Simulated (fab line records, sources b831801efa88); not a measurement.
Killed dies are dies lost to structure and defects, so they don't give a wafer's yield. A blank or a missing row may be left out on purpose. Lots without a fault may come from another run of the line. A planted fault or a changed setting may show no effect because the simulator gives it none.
A struck lot beside a sound one | flow sky130 | 20 steps out of a route of 708
Sound: wafers L785.1, L785.2, L785.4. Struck: wafers L777.4, L777.5, L777.6. The cause comes at the end.
At each step with rows: each side's tool, then ch and its chambers, then its first start. Under that, the readings that differ: sound wafers | struck wafers | difference of the means | sigmas: that difference in standard deviations of wafers without a fault.
alike: readings whose means differ by less than 2 such deviations, and words and numbers that are the same on both sides. not compared: withheld readings, readings that some wafer has no value for, bounds like >300 that may hide the same value, and numbers for which the record gives no deviation and whose values overlap.
The two part at a step that has a row with sigmas, a row that says differs or no value, or rows on one side only. Numbers that don't overlap but have no deviation are shown without sigmas and don't part them. A reading that every wafer of one side lacks parts them only if that side has two wafers or more.

SKY_METAL4_SPUTTER_01: material TiN, target thk 20 nm, time 16.7 s.
  sound on pvd_sputter-01, day 43 21:19; struck on pvd_sputter-01, day 41 12:53
  alike: throttle_valve_pct
SKY_METAL4_SPUTTER_02: material AlCu, target thk 735 nm, time 39.1 s.
  sound on pvd_sputter-01, day 43 21:20; struck on pvd_sputter-01, day 41 12:54
  alike: throttle_valve_pct
SKY_METAL4_SPUTTER_03: material Ti, target thk 5 nm, time 3.3 s.
  sound on pvd_sputter-01, day 43 21:22; struck on pvd_sputter-01, day 41 12:56
  alike: throttle_valve_pct
then, 1 step without rows for these wafers: SKY_METAL4_SPUTTER_04 (material TiN, target thk 70 nm, time 58.3 s).
SKY_CAP2M_CVD_00: deposits SiO2, target thk 15.5 nm.
  sound on pecvd-03 ch 0,1,2, day 43 21:26; struck on pecvd-04 ch 0,1,2, day 41 13:01
  alike: heater_power_w
SKY_CAP2M_THK_MEAS_01:
  sound on film_metro-01, day 43 21:28; struck on film_metro-01, day 41 13:04
  alike: CAP2M_CVD_00_THK
then, 1 step without rows for these wafers: SKY_CAP2M_SPUTTER_02 (material TiN, target thk 200 nm, time 166.7 s).
SKY_CAP2M_RS_MEAS_03: measures by four-point-probe.
  sound on film_metro-03, day 43 21:38; struck on film_metro-03, day 41 13:16
  alike: CAP2M_TIN_RS
SKY_CAP2M_THK_MEAS_04: measures by xrf.
  sound on film_metro-03, day 43 21:45; struck on film_metro-03, day 41 13:21
  alike: CAP2M_TIN_THK
then, 3 steps without rows for these wafers: SKY_CAP2M_DEHYDRATE_05 (time 60 s); SKY_CAP2M_HMDS_06 (prime time 60 s); SKY_CAP2M_COAT_07 (resist thk 1140 nm).
SKY_CAP2M_SOFTBAKE_08: time 60 s.
  sound on litho_track-03 ch 0, day 44 08:32; struck on litho_track-01 ch 0, day 42 01:13
  reading                  | sound             | struck            | difference | sigmas
  heater_power_total_W (W) | 56.51 56.57 56.68 | 54.68 54.63 54.78 | -1.89      | -36
  plate_temp_C (C)         | 89.89 89.93 89.90 | 87.75 87.81 87.67 | -2.16      | -18
then, 2 steps without rows for these wafers: SKY_CAP2M_EXPOSE_09 (exposes mask CAP2M, target cd 1000 nm); SKY_CAP2M_PEB_10.
SKY_CAP2M_DEVELOP_11: develop time 60 s.
  sound on litho_track-01 ch 0, day 44 20:17; struck on litho_track-01 ch 0, day 42 13:31
  reading                                    | sound          | struck         | difference | sigmas
  model.NOVOLAK_of_CAP2M_COAT_07.thk_nm (nm) | 1134 1137 1139 | 1145 1146 1147 | +9         |
SKY_CAP2M_OVL_MEAS_12:
  sound on overlay-02, day 44 20:26; struck on overlay-01, day 42 13:36
  alike: CAP2M_OVL
SKY_CAP2M_METAL_ETCH_13: etches TiN in Cl2/BCl3, stops on SiO2, target depth 220 nm, time 62.9 s.
  sound on rie_metal-04 ch 0,1, day 44 20:28; struck on rie_metal-01 ch 0,1, day 42 13:39
  reading                                    | sound             | struck            | difference | sigmas
  model.NOVOLAK_of_CAP2M_COAT_07.thk_nm (nm) | 988.3 987.3 989.1 | 993.9 995.1 995.9 | +6.7       |
  alike: chamber_pressure_mTorr, drypump_motor_current_A, oes_product_au, throttle_valve_pct
  not compared: rf_hours_counter_h
SKY_CAP2M_STRIP_14: strips in O2/N2.
  sound on plasma_asher-03 ch 0,1, day 44 20:32; struck on plasma_asher-01 ch 0,1, day 42 13:45
  alike: chamber_pressure_mTorr, drypump_motor_current_A, oes_product_au, strip_time_to_endpoint_s
  not compared: rf_hours_counter_h
then, 1 step without rows for these wafers: SKY_PAD_OPEN_PROBE_99.

WHERE THEY PART
Only at SKY_CAP2M_SOFTBAKE_08, within this record. Later steps at which nothing parts them and some readings are alike: SKY_CAP2M_OVL_MEAS_12, SKY_CAP2M_METAL_ETCH_13, SKY_CAP2M_STRIP_14.

WHY: what the simulator had put in
Process parameter drift: litho_track-01, from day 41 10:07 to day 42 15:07, at SKY_CAP2M_SOFTBAKE_08. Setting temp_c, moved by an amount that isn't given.
